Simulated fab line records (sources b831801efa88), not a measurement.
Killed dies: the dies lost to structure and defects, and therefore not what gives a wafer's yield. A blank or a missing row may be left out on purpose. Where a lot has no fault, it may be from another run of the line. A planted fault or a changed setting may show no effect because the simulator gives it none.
Which tool is to blame? | flow gf180mcu | 18 wafers from 6 lots sampled at 2 of the route's 602 steps

== WHAT EACH GAUGE READ, for each wafer ==
GF_DNWELL_TW_MEAS_09.
lot  | measured    | on           | DNWELL_TW
L827 | day 3 05:31 | filmMetro-01 | 1363 1360 1360
L831 | day 4 01:54 | filmMetro-01 | 1331 1341 1336
L836 | day 5 06:12 | filmMetro-01 | 1518 1517 1504
L839 | day 5 22:46 | filmMetro-01 | 1351 1342 1354
L841 | day 6 07:21 | filmMetro-03 | 1341 1342 1340
L843 | day 6 19:01 | filmMetro-02 | 1359 1356 1359

== EACH LOT AND THE TOOL THAT RAN IT (in order: tool; ch and the chambers of the sampled wafers; start) ==
lot  | GF_DNWELL_IMPLANT_07
L827 | implanter-01 ch 0, day 3 05:16
L831 | implanter-02 ch 0, day 4 01:39
L836 | implanter-02 ch 0, day 5 05:57
L839 | implanter-01 ch 0, day 5 22:31
L841 | implanter-01 ch 0, day 6 07:06
L843 | implanter-04 ch 0, day 6 18:48
- GF_DNWELL_IMPLANT_07

== THE ANSWER, worked out from the rows above alone ==
Rule: the lots themselves supply what counts as usual. Put in order of their means at a reading, lots are off if they are a third of the lots or fewer, leave a main group of 4 or more, and stand apart from it by a gap of 3 or more times the standard deviation of the main group's means; of several such gaps the widest counts. Not used: any main group whose means are identical at the precision the tables above print for the reading. Also off: a lot with no number at a reading for which 4 or more lots have one. The other lots that the step has rows for count as sound.
Off: L836, at GF_DNWELL_TW_MEAS_09 (DNWELL_TW). The main group: mean 1349, standard deviation 9.6.
A tool fits if, at a process step before that reading, it ran every lot that is off, and no sound lot after the first of them. The gauges at GF_DNWELL_TW_MEAS_09 are tried like those tools. One candidate fits, namely implanter-02 at GF_DNWELL_IMPLANT_07. A fault onset in the window from L831 (day 4 01:39, its last sound lot) to L836 (day 5 05:57, its first lot off) fits.

== WHAT THE SIMULATOR HAD INSERTED ==
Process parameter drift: implanter-02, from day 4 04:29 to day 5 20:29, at GF_DNWELL_IMPLANT_07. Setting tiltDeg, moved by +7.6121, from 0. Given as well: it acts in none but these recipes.
Shown lots that were struck: L836. This agrees with what the rule above found.
